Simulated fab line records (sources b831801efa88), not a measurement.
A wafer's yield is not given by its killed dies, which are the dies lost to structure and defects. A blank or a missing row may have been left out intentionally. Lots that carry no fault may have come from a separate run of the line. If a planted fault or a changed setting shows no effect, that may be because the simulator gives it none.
fab line records	flow gf180mcu
[record] lots = 24	wafers = 72	last_day = 34
route steps=602 shown V1@361 V4@500 MIM@505 TOP_METAL@571
lots untouched by any fault: they come from a run of this same line in which no faults occurred
start_h: the number of hours between the record's first day and the start of the first shown wafer of the lot	wait_h: hours elapsed since this lot's preceding step	" same as the row above	L1.1+2: a single row standing in for several wafers	- no value, or no start given	* or withheld: withheld	< > ~ a bound
route shown NAME@n: names a module that has steps shown in the file, with the first one's number in the route	usual: mean/standard deviation of fault-free wafers	same: alike in all rows	chamber/n: place in a boat	sites: per-site readings	_std_site: their standard deviation	_edge_site: the outer-site mean with the inner-site mean subtracted	radius_mm: for every site, how far away it sits from the centre of the wafer	mask NAME#n: copy n	behind: the last tool/chamber to shape the wafer	hold: why the lot went on hold/how many hours it stayed there/how the hold came to an end	device: names the non-switching transistor (n, p or np)	end of line: tests run on the same wafers once the route is complete	for a step that has no rows: nothing shown but its recipe	killed: not the wafer's yield, but the dies lost to structure and defects at the first sort	map: dies across one wafer; x = killed, . = not, _ = none there
set.NAME: the setting the step ran with; set.NAME@STEP: the setting that earlier step ran with	model.NAME: the simulator's own value behind a step, which no gauge read
steps of the route over a sample of lots; a table a step, a row a wafer
services: from which hour (start_h, from the record's first day; less than 0 if before it) a tool's chamber was out of use, for how many hours, and why
[[steps]]
[step GF_V1_CMP_26]
[recipe] stop_on = SiO2	down_force_psi = 3.5	platen_rpm = 60	t_overpolish_s = 15	target_thk_nm = 0	pad_velocity_m_s = 0.94248
[usual] motor_current_A = 10.6/1.3	overpolish_run_s = 15.001/0.0086	time_to_endpoint_s = 85/3.5
lot.wafer	tool	chamber	start_h	wait_h	motor_current_A	overpolish_run_s	time_to_endpoint_s
L074.4	cmp-02	2	425.54	0.0	11.5	15.003	90
L074.1	"	3	"	"	10.8	15.011	90
L074.5	"	3	"	"	10.8	15.018	88
L075.2	cmp-01	1	438.11	0.1	11.7	14.993	81
L075.3	"	3	"	"	9.0	15.001	79
L075.6	"	1	"	"	11.0	15.004	82
L076.1	cmp-01	1	443.74	0.1	11.9	14.990	77
L076.6	"	3	"	"	8.8	14.996	78
L076.5	"	0	"	"	10.1	14.999	78
L077.3	cmp-02	0	447.81	0.0	11.6	15.006	81
L077.1	"	2	"	"	11.4	15.004	86
L077.6	"	1	"	"	9.2	14.985	83
L079.2	cmp-02	1	453.49	0.1	9.1	15.014	86
L079.4	"	3	"	"	11.8	15.005	84
L079.5	"	0	"	"	11.9	15.001	81
L078.4	cmp-02	2	457.54	0.1	11.0	14.982	82
L078.1	"	3	"	"	11.3	14.985	86
L078.6	"	1	"	"	9.1	15.007	81
L080.3	cmp-01	2	470.42	0.2	11.7	15.013	84
L080.5	"	3	"	"	8.9	14.994	84
L080.6	"	0	"	"	9.4	15.003	89
L081.4	cmp-02	2	479.46	0.3	10.8	15.001	88
L081.3	"	0	"	"	12.1	14.992	89
L081.5	"	1	"	"	8.8	14.995	88
L082.2	cmp-02	2	485.85	0.0	11.0	15.006	94
L082.4	"	3	"	"	11.9	14.994	89
L082.6	"	3	"	"	12.2	15.003	90
L083.2	cmp-01	2	489.66	0.0	11.8	14.995	85
L083.3	"	1	"	"	12.2	15.007	85
L083.5	"	2	"	"	11.0	15.001	84
L084.2	cmp-02	1	507.84	0.0	8.8	15.016	85
L084.3	"	3	"	"	11.0	15.013	86
L084.4	"	0	"	"	12.1	15.002	88
L085.1	cmp-01	3	517.92	0.1	9.0	15.013	85
L085.3	"	2	"	"	11.4	14.996	86
L085.6	"	3	"	"	8.4	14.975	83
L086.4	cmp-02	3	524.99	0.1	11.6	14.997	85
L086.3	"	0	"	"	11.8	15.006	85
L086.5	"	3	"	"	11.8	15.003	85
L087.4	cmp-01	2	530.57	0.0	11.1	15.004	85
L087.1	"	1	"	"	11.9	14.990	84
L087.5	"	3	"	"	8.2	14.993	84
L088.1	cmp-02	0	536.02	0.1	12.1	15.010	87
L088.3	"	1	"	"	8.8	15.004	87
L088.6	"	0	"	"	11.5	15.000	90
L089.1	cmp-01	3	548.80	0.2	8.7	14.989	84
L089.6	"	1	"	"	11.0	15.009	82
L089.5	"	2	"	"	11.7	14.995	83
L090.1	cmp-02	0	553.85	0.1	12.0	15.004	85
L090.5	"	3	"	"	11.1	15.005	84
L090.6	"	0	"	"	11.4	15.006	83
L091.2	cmp-02	2	565.20	0.1	11.5	14.988	90
L091.3	"	0	"	"	11.9	14.999	91
L091.5	"	2	"	"	11.2	15.010	87
L092.2	cmp-01	1	565.23	0.0	11.7	14.982	82
L092.4	"	2	"	"	12.1	14.998	84
L092.6	"	1	"	"	11.9	14.996	85
L093.1	cmp-01	0	579.44	0.1	9.5	14.987	84
L093.4	"	2	"	"	11.6	14.992	85
L093.2	"	3	"	"	9.1	14.995	81
L094.1	cmp-02	0	584.54	0.1	12.2	15.007	94
L094.6	"	0	"	"	12.1	14.990	92
L094.5	"	1	"	"	8.6	14.991	87
L095.1	cmp-01	1	593.69	0.1	11.6	15.016	83
L095.5	"	3	"	"	8.6	14.984	82
L095.6	"	0	"	"	9.7	14.999	86
L096.3	cmp-01	2	598.50	0.0	11.8	15.007	82
L096.2	"	0	"	"	9.2	14.998	79
L096.4	"	1	"	"	11.8	14.993	79
L097.1	cmp-02	2	605.09	0.1	11.6	14.992	88
L097.4	"	1	"	"	8.8	15.007	83
L097.5	"	3	"	"	11.3	14.998	87
[step GF_V4_RS_MEAS_24]
[recipe] thk_meas_gauge = four-point-probe	reads = W_of_V4_CVD_23+TiN_of_V4_SPUTTER_22+Ti_of_V4_SPUTTER_21
[usual] V4_W_RS = 0.331/0.0036
lot.wafer	tool	chamber	start_h	wait_h	V4_W_RS[ohm/sq]
L074.1	film_metro-03	-	575.77	0.1	0.332
L074.4	"	-	"	"	0.327
L074.5	"	-	"	"	0.328
L075.2	film_metro-03	-	587.31	0.1	0.338
L075.3	"	-	"	"	0.337
L075.6	"	-	"	"	0.335
L076.1	film_metro-04	-	591.52	0.1	0.326
L076.5	"	-	"	"	0.327
L076.6	"	-	"	"	0.326
L077.1	film_metro-02	-	594.62	0.1	0.339
L077.3	"	-	"	"	0.335
L077.6	"	-	"	"	0.337
L079.2	film_metro-04	-	600.69	0.1	0.332
L079.4	"	-	"	"	0.329
L079.5	"	-	"	"	0.331
L078.1	film_metro-03	-	604.97	0.1	0.328
L078.4	"	-	"	"	0.330
L078.6	"	-	"	"	0.329
L080.3	film_metro-03	-	614.62	0.1	0.335
L080.5	"	-	"	"	0.332
L080.6	"	-	"	"	0.334
L081.3	film_metro-03	-	622.34	0.1	0.332
L081.4	"	-	"	"	0.337
L081.5	"	-	"	"	0.337
L082.2	film_metro-03	-	627.41	0.1	0.331
L082.4	"	-	"	"	0.334
L082.6	"	-	"	"	0.335
L083.2	film_metro-02	-	631.08	0.1	0.329
L083.3	"	-	"	"	0.330
L083.5	"	-	"	"	0.332
L084.2	film_metro-03	-	646.03	0.1	0.333
L084.3	"	-	"	"	0.333
L084.4	"	-	"	"	0.336
L085.1	film_metro-02	-	653.98	0.1	0.327
L085.3	"	-	"	"	0.329
L085.6	"	-	"	"	0.328
L086.3	film_metro-02	-	662.71	0.1	0.327
L086.4	"	-	"	"	0.328
L086.5	"	-	"	"	0.327
L087.1	film_metro-04	-	665.77	0.1	0.328
L087.4	"	-	"	"	0.326
L087.5	"	-	"	"	0.331
L088.1	film_metro-04	-	669.58	0.1	0.333
L088.3	"	-	"	"	0.330
L088.6	"	-	"	"	0.331
L089.1	film_metro-02	-	684.79	0.1	0.330
L089.5	"	-	"	"	0.327
L089.6	"	-	"	"	0.328
L090.1	film_metro-02	-	685.56	0.1	0.330
L090.5	"	-	"	"	0.329
L090.6	"	-	"	"	0.328
L091.2	film_metro-03	-	694.29	0.1	0.332
L091.3	"	-	"	"	0.334
L091.5	"	-	"	"	0.334
L092.2	film_metro-02	-	694.43	0.1	0.325
L092.4	"	-	"	"	0.328
L092.6	"	-	"	"	0.331
L093.1	film_metro-02	-	708.07	0.1	0.339
L093.2	"	-	"	"	0.337
L093.4	"	-	"	"	0.337
L094.1	film_metro-02	-	710.72	0.1	0.329
L094.5	"	-	"	"	0.324
L094.6	"	-	"	"	0.331
L095.1	film_metro-02	-	722.60	0.1	0.330
L095.5	"	-	"	"	0.330
L095.6	"	-	"	"	0.333
L096.2	film_metro-03	-	725.16	0.1	0.330
L096.3	"	-	"	"	0.332
L096.4	"	-	"	"	0.334
L097.1	film_metro-04	-	729.57	0.1	0.334
L097.4	"	-	"	"	0.328
L097.5	"	-	"	"	0.331
[step GF_MIM_SPUTTER_02]
[recipe] material = AlCu	target_thk_nm = 450	power_w = 10600	time_s = 23.9	chamber_pressure_pa = 0.4
[usual] cathode_dc_power_W = 10600/2.1	throttle_valve_pct = 30.3/0.93
lot.wafer	tool	chamber	start_h	wait_h	cathode_dc_power_W	throttle_valve_pct
L074.1	pvd_sputter-01	-	577.03	0.0	10599	30.2
L074.4	"	-	"	"	10601	30.7
L074.5	"	-	"	"	10599	29.8
L075.2	pvd_sputter-04	-	587.90	0.0	10601	31.1
L075.3	"	-	"	"	10600	29.2
L075.6	"	-	"	"	10596	30.9
L076.1	pvd_sputter-04	-	592.13	0.0	10599	32.3
L076.5	"	-	"	"	10602	30.3
L076.6	"	-	"	"	10600	32.6
L077.1	pvd_sputter-01	-	595.23	0.0	10602	30.3
L077.3	"	-	"	"	10603	30.9
L077.6	"	-	"	"	10599	29.8
L079.2	pvd_sputter-04	-	601.28	0.0	10602	30.1
L079.4	"	-	"	"	10603	29.3
L079.5	"	-	"	"	10599	29.3
L078.1	pvd_sputter-03	-	605.58	0.0	10597	29.8
L078.4	"	-	"	"	10598	30.0
L078.6	"	-	"	"	10599	29.6
L080.3	pvd_sputter-04	-	615.19	0.0	10597	30.3
L080.5	"	-	"	"	10604	29.1
L080.6	"	-	"	"	10598	30.9
L081.3	pvd_sputter-01	-	623.14	0.0	10599	29.7
L081.4	"	-	"	"	10602	30.1
L081.5	"	-	"	"	10596	30.5
L082.2	pvd_sputter-04	-	628.00	0.0	10600	30.7
L082.4	"	-	"	"	10602	29.2
L082.6	"	-	"	"	10601	30.5
L083.2	pvd_sputter-03	-	631.67	0.0	10602	30.8
L083.3	"	-	"	"	10598	30.0
L083.5	"	-	"	"	10601	29.4
L084.2	pvd_sputter-04	-	646.63	0.0	10600	32.4
L084.3	"	-	"	"	10599	30.8
L084.4	"	-	"	"	10602	29.2
L085.1	pvd_sputter-04	-	654.59	0.0	10598	30.3
L085.3	"	-	"	"	10599	31.1
L085.6	"	-	"	"	10604	32.9
L086.3	pvd_sputter-01	-	663.28	0.0	10599	30.6
L086.4	"	-	"	"	10604	29.9
L086.5	"	-	"	"	10601	30.4
L087.1	pvd_sputter-03	-	666.38	0.0	10598	31.1
L087.4	"	-	"	"	10596	30.8
L087.5	"	-	"	"	10602	29.6
L088.1	pvd_sputter-01	-	670.19	0.0	10599	29.3
L088.3	"	-	"	"	10600	30.1
L088.6	"	-	"	"	10600	29.9
L089.1	pvd_sputter-01	-	685.41	0.0	10603	29.4
L089.5	"	-	"	"	10602	30.2
L089.6	"	-	"	"	10600	29.4
L090.1	pvd_sputter-01	-	686.17	0.0	10599	30.4
L090.5	"	-	"	"	10601	30.7
L090.6	"	-	"	"	10601	30.1
L091.2	pvd_sputter-03	-	694.88	0.0	10601	30.1
L091.3	"	-	"	"	10601	29.6
L091.5	"	-	"	"	10599	30.6
L092.2	pvd_sputter-01	-	695.02	0.0	10602	29.7
L092.4	"	-	"	"	10598	30.2
L092.6	"	-	"	"	10600	29.4
L093.1	pvd_sputter-04	-	708.69	0.0	10599	30.3
L093.2	"	-	"	"	10603	29.2
L093.4	"	-	"	"	10602	30.8
L094.1	pvd_sputter-04	-	711.33	0.0	10601	29.0
L094.5	"	-	"	"	10600	29.2
L094.6	"	-	"	"	10597	30.9
L095.1	pvd_sputter-04	-	723.21	0.0	10600	30.8
L095.5	"	-	"	"	10603	30.9
L095.6	"	-	"	"	10602	30.2
L096.2	pvd_sputter-01	-	725.75	0.0	10601	30.7
L096.3	"	-	"	"	10601	29.4
L096.4	"	-	"	"	10601	30.1
L097.1	pvd_sputter-04	-	730.19	0.0	10602	32.4
L097.4	"	-	"	"	10600	30.5
L097.5	"	-	"	"	10598	32.7
[step GF_TOP_METAL_SPUTTER_04]
[recipe] material = TiN	target_thk_nm = 25	power_w = 6500	time_s = 20.8	chamber_pressure_pa = 0.4
[usual] cathode_dc_power_W = 6500.0/1.2	throttle_valve_pct = 30.2/1
lot.wafer	tool	chamber	start_h	wait_h	cathode_dc_power_W	throttle_valve_pct
L074.1	pvd_sputter-02	-	642.95	0.0	6498.9	30.6
L074.4	"	-	"	"	6502.4	28.7
L074.5	"	-	"	"	6502.1	30.8
L075.2	pvd_sputter-01	-	651.06	0.0	6498.5	29.8
L075.3	"	-	"	"	6501.4	29.3
L075.6	"	-	"	"	6500.7	29.3
L076.1	pvd_sputter-02	-	656.59	0.0	6499.6	29.1
L076.5	"	-	"	"	6499.6	29.2
L076.6	"	-	"	"	6499.4	28.6
L077.1	pvd_sputter-02	-	661.55	0.0	6499.1	29.3
L077.3	"	-	"	"	6500.5	28.4
L077.6	"	-	"	"	6500.0	28.7
L079.2	pvd_sputter-01	-	665.12	0.0	6501.1	30.1
L079.4	"	-	"	"	6499.1	30.7
L079.5	"	-	"	"	6499.1	30.4
L078.1	pvd_sputter-04	-	668.47	0.0	6499.2	30.3
L078.4	"	-	"	"	6501.8	32.6
L078.6	"	-	"	"	6501.2	30.6
L080.3	pvd_sputter-04	-	678.21	0.0	6500.8	29.1
L080.5	"	-	"	"	6499.6	29.2
L080.6	"	-	"	"	6500.6	32.4
L081.3	pvd_sputter-04	-	687.57	0.0	6498.4	32.6
L081.4	"	-	"	"	6499.9	31.0
L081.5	"	-	"	"	6501.0	30.2
L082.2	pvd_sputter-04	-	689.12	0.0	6500.9	29.2
L082.4	"	-	"	"	6500.4	30.1
L082.6	"	-	"	"	6500.9	30.2
L083.2	pvd_sputter-02	-	692.51	0.0	6499.8	30.9
L083.3	"	-	"	"	6502.5	28.7
L083.5	"	-	"	"	6499.3	28.5
L084.2	pvd_sputter-02	-	708.01	0.0	6501.5	29.2
L084.3	"	-	"	"	6499.7	28.4
L084.4	"	-	"	"	6500.0	30.4
L085.1	pvd_sputter-02	-	715.37	0.0	6497.7	28.9
L085.3	"	-	"	"	6500.0	30.8
L085.6	"	-	"	"	6499.6	31.0
L086.3	pvd_sputter-01	-	722.86	0.0	6500.0	29.5
L086.4	"	-	"	"	6498.7	30.1
L086.5	"	-	"	"	6498.9	30.3
L087.1	pvd_sputter-02	-	726.01	0.0	6500.7	28.6
L087.4	"	-	"	"	6500.0	30.7
L087.5	"	-	"	"	6500.2	28.8
L088.1	pvd_sputter-01	-	729.53	0.0	6500.1	29.3
L088.3	"	-	"	"	6499.3	30.3
L088.6	"	-	"	"	6500.9	30.3
L089.1	pvd_sputter-04	-	743.00	0.0	6501.2	30.2
L089.5	"	-	"	"	6501.1	30.7
L089.6	"	-	"	"	6502.0	29.3
L090.1	pvd_sputter-04	-	744.21	0.0	6498.7	30.3
L090.5	"	-	"	"	6498.6	32.4
L090.6	"	-	"	"	6499.1	29.2
L091.2	pvd_sputter-04	-	752.10	0.0	6500.4	30.3
L091.3	"	-	"	"	6500.2	32.8
L091.5	"	-	"	"	6500.6	32.7
L092.2	pvd_sputter-01	-	752.40	0.0	6498.7	30.6
L092.4	"	-	"	"	6501.6	29.8
L092.6	"	-	"	"	6498.2	29.7
L093.1	pvd_sputter-01	-	763.34	0.0	6499.4	29.0
L093.2	"	-	"	"	6498.6	30.6
L093.4	"	-	"	"	6501.4	30.1
L094.1	pvd_sputter-02	-	767.17	0.0	6500.0	29.1
L094.5	"	-	"	"	6499.3	30.8
L094.6	"	-	"	"	6500.7	30.5
L095.1	pvd_sputter-04	-	776.00	0.0	6499.7	30.8
L095.5	"	-	"	"	6497.4	30.8
L095.6	"	-	"	"	6499.6	30.1
L096.2	pvd_sputter-02	-	780.19	0.0	6500.4	29.6
L096.3	"	-	"	"	6498.7	30.3
L096.4	"	-	"	"	6501.3	30.4
L097.1	pvd_sputter-04	-	782.36	0.0	6499.9	31.0
L097.4	"	-	"	"	6498.8	29.4
L097.5	"	-	"	"	6497.2	30.9
[step GF_TOP_METAL_RS_MEAS_05]
[recipe] thk_meas_gauge = four-point-probe	reads = TiN_of_TOP_METAL_SPUTTER_04+Ti_of_TOP_METAL_SPUTTER_03+AlCu_of_TOP_METAL_SPUTTER_02+TiN_of_TOP_METAL_SPUTTER_01+Ti_of_TOP_METAL_SPUTTER_00
[usual] TOP_METAL_ALCU_RS = 0.0327/0.00035
lot.wafer	tool	chamber	start_h	wait_h	TOP_METAL_ALCU_RS[ohm/sq]
L074.1	film_metro-03	-	642.98	0.0	0.0321
L074.4	"	-	"	"	0.0321
L074.5	"	-	"	"	0.0323
L075.2	film_metro-02	-	651.10	0.0	0.0329
L075.3	"	-	"	"	0.0328
L075.6	"	-	"	"	0.0328
L076.1	film_metro-01	-	656.62	0.0	0.0332
L076.5	"	-	"	"	0.0332
L076.6	"	-	"	"	0.0332
L077.1	film_metro-01	-	661.57	0.0	0.0331
L077.3	"	-	"	"	0.0329
L077.6	"	-	"	"	0.0328
L079.2	film_metro-01	-	665.17	0.0	0.0330
L079.4	"	-	"	"	0.0332
L079.5	"	-	"	"	0.0329
L078.1	film_metro-01	-	668.50	0.0	0.0327
L078.4	"	-	"	"	0.0324
L078.6	"	-	"	"	0.0327
L080.3	film_metro-03	-	678.28	0.1	0.0327
L080.5	"	-	"	"	0.0325
L080.6	"	-	"	"	0.0326
L081.3	film_metro-02	-	687.64	0.1	0.0329
L081.4	"	-	"	"	0.0331
L081.5	"	-	"	"	0.0331
L082.2	film_metro-03	-	689.16	0.0	0.0324
L082.4	"	-	"	"	0.0324
L082.6	"	-	"	"	0.0325
L083.2	film_metro-01	-	692.55	0.0	0.0326
L083.3	"	-	"	"	0.0328
L083.5	"	-	"	"	0.0327
L084.2	film_metro-03	-	708.06	0.0	0.0323
L084.3	"	-	"	"	0.0326
L084.4	"	-	"	"	0.0322
L085.1	film_metro-01	-	715.40	0.0	0.0326
L085.3	"	-	"	"	0.0322
L085.6	"	-	"	"	0.0324
L086.3	film_metro-01	-	722.93	0.1	0.0324
L086.4	"	-	"	"	0.0328
L086.5	"	-	"	"	0.0327
L087.1	film_metro-03	-	726.03	0.0	0.0326
L087.4	"	-	"	"	0.0323
L087.5	"	-	"	"	0.0326
L088.1	film_metro-03	-	729.55	0.0	0.0325
L088.3	"	-	"	"	0.0327
L088.6	"	-	"	"	0.0326
L089.1	film_metro-02	-	743.03	0.0	0.0336
L089.5	"	-	"	"	0.0333
L089.6	"	-	"	"	0.0335
L090.1	film_metro-02	-	744.24	0.0	0.0329
L090.5	"	-	"	"	0.0327
L090.6	"	-	"	"	0.0330
L091.2	film_metro-02	-	752.15	0.0	0.0332
L091.3	"	-	"	"	0.0326
L091.5	"	-	"	"	0.0328
L092.2	film_metro-01	-	752.45	0.0	0.0328
L092.4	"	-	"	"	0.0331
L092.6	"	-	"	"	0.0329
L093.1	film_metro-03	-	763.37	0.0	0.0328
L093.2	"	-	"	"	0.0327
L093.4	"	-	"	"	0.0329
L094.1	film_metro-01	-	767.20	0.0	0.0323
L094.5	"	-	"	"	0.0319
L094.6	"	-	"	"	0.0321
L095.1	film_metro-01	-	776.03	0.0	0.0323
L095.5	"	-	"	"	0.0324
L095.6	"	-	"	"	0.0324
L096.2	film_metro-02	-	780.23	0.0	0.0325
L096.3	"	-	"	"	0.0323
L096.4	"	-	"	"	0.0326
L097.1	film_metro-02	-	782.39	0.0	0.0331
L097.4	"	-	"	"	0.0331
L097.5	"	-	"	"	0.0329
[step GF_TOP_METAL_OVL_MEAS_15]
[usual] TOP_METAL_OVL = 0.0/1.5
lot.wafer	tool	chamber	start_h	wait_h	TOP_METAL_OVL[nm]
L074.1	overlay-02	-	662.96	0.1	-1.1
L074.4	"	-	"	"	0.0
L074.5	"	-	"	"	1.6
L075.2	overlay-02	-	671.12	0.1	-0.8
L075.3	"	-	"	"	-0.7
L075.6	"	-	"	"	-0.6
L076.1	overlay-01	-	676.07	0.1	0.7
L076.5	"	-	"	"	1.5
L076.6	"	-	"	"	2.4
L077.1	overlay-01	-	680.53	0.1	-2.1
L077.3	"	-	"	"	-0.1
L077.6	"	-	"	"	-2.3
L079.2	overlay-02	-	684.82	0.1	1.3
L079.4	"	-	"	"	-0.9
L079.5	"	-	"	"	0.0
L078.1	overlay-01	-	688.01	0.1	1.0
L078.4	"	-	"	"	-0.1
L078.6	"	-	"	"	-1.0
L080.3	overlay-02	-	696.82	0.1	-0.3
L080.5	"	-	"	"	1.1
L080.6	"	-	"	"	-0.2
L081.3	overlay-01	-	706.38	0.1	1.8
L081.4	"	-	"	"	-0.9
L081.5	"	-	"	"	0.2
L082.2	overlay-02	-	707.62	0.1	0.2
L082.4	"	-	"	"	0.3
L082.6	"	-	"	"	1.6
L083.2	overlay-01	-	711.32	0.1	-1.4
L083.3	"	-	"	"	-2.3
L083.5	"	-	"	"	-1.1
L084.2	overlay-02	-	725.97	0.1	1.1
L084.3	"	-	"	"	0.9
L084.4	"	-	"	"	-0.8
L085.1	overlay-02	-	732.81	0.1	2.2
L085.3	"	-	"	"	0.8
L085.6	"	-	"	"	-0.2
L086.3	overlay-02	-	739.73	0.1	-0.4
L086.4	"	-	"	"	2.2
L086.5	"	-	"	"	0.3
L087.1	overlay-02	-	743.02	0.1	1.2
L087.4	"	-	"	"	-0.5
L087.5	"	-	"	"	0.3
L088.1	overlay-01	-	746.56	0.1	-2.0
L088.3	"	-	"	"	-2.7
L088.6	"	-	"	"	-2.0
L089.1	overlay-02	-	760.06	0.1	-1.0
L089.5	"	-	"	"	2.0
L089.6	"	-	"	"	1.6
L090.1	overlay-01	-	760.97	0.1	-0.6
L090.5	"	-	"	"	1.6
L090.6	"	-	"	"	0.2
L091.2	overlay-01	-	767.87	0.1	-0.3
L091.3	"	-	"	"	-0.5
L091.5	"	-	"	"	-0.9
L092.2	overlay-02	-	768.62	0.1	1.0
L092.4	"	-	"	"	-0.7
L092.6	"	-	"	"	-1.2
L093.1	overlay-02	-	779.62	0.1	1.4
L093.2	"	-	"	"	0.1
L093.4	"	-	"	"	1.4
L094.1	overlay-02	-	782.37	0.1	2.1
L094.5	"	-	"	"	1.4
L094.6	"	-	"	"	3.4
L095.1	overlay-01	-	791.82	0.1	-3.2
L095.5	"	-	"	"	-2.0
L095.6	"	-	"	"	-3.1
L096.2	overlay-01	-	794.87	0.1	-0.7
L096.3	"	-	"	"	-0.2
L096.4	"	-	"	"	0.1
L097.1	overlay-01	-	797.52	0.1	-0.4
L097.4	"	-	"	"	-0.2
L097.5	"	-	"	"	-1.0
[[services]]
tool	chamber	start_h	hours	kind
cmp-01	-	401.82	4.1	repair
pvd_sputter-01	-	409.24	3.5	repair
cmp-02	-	416.38	0.6	repair
cmp-02	-	439.16	1.5	repair
pvd_sputter-04	-	473.70	3.5	repair
pvd_sputter-04	-	485.07	4.6	repair
pvd_sputter-01	-	499.38	2.2	repair
pvd_sputter-04	-	541.11	5.5	repair
pvd_sputter-01	-	549.52	6.7	repair
cmp-02	-	552.92	0.3	repair
cmp-02	-	572.30	4.0	pm
cmp-02	-	587.58	1.6	repair
pvd_sputter-01	-	608.43	2.7	repair
pvd_sputter-01	-	631.50	1.1	repair
cmp-02	-	636.33	5.9	pm
cmp-02	-	649.93	6.2	repair
cmp-02	-	670.76	1.9	repair
cmp-02	-	702.56	0.5	repair
pvd_sputter-01	-	716.54	3.5	repair
cmp-02	-	718.90	5.2	pm
pvd_sputter-01	-	742.02	2.9	repair
cmp-02	-	756.64	2.2	repair
cmp-02	-	757.10	1.9	repair
cmp-02	-	765.48	1.3	repair
[[key]]
fault none
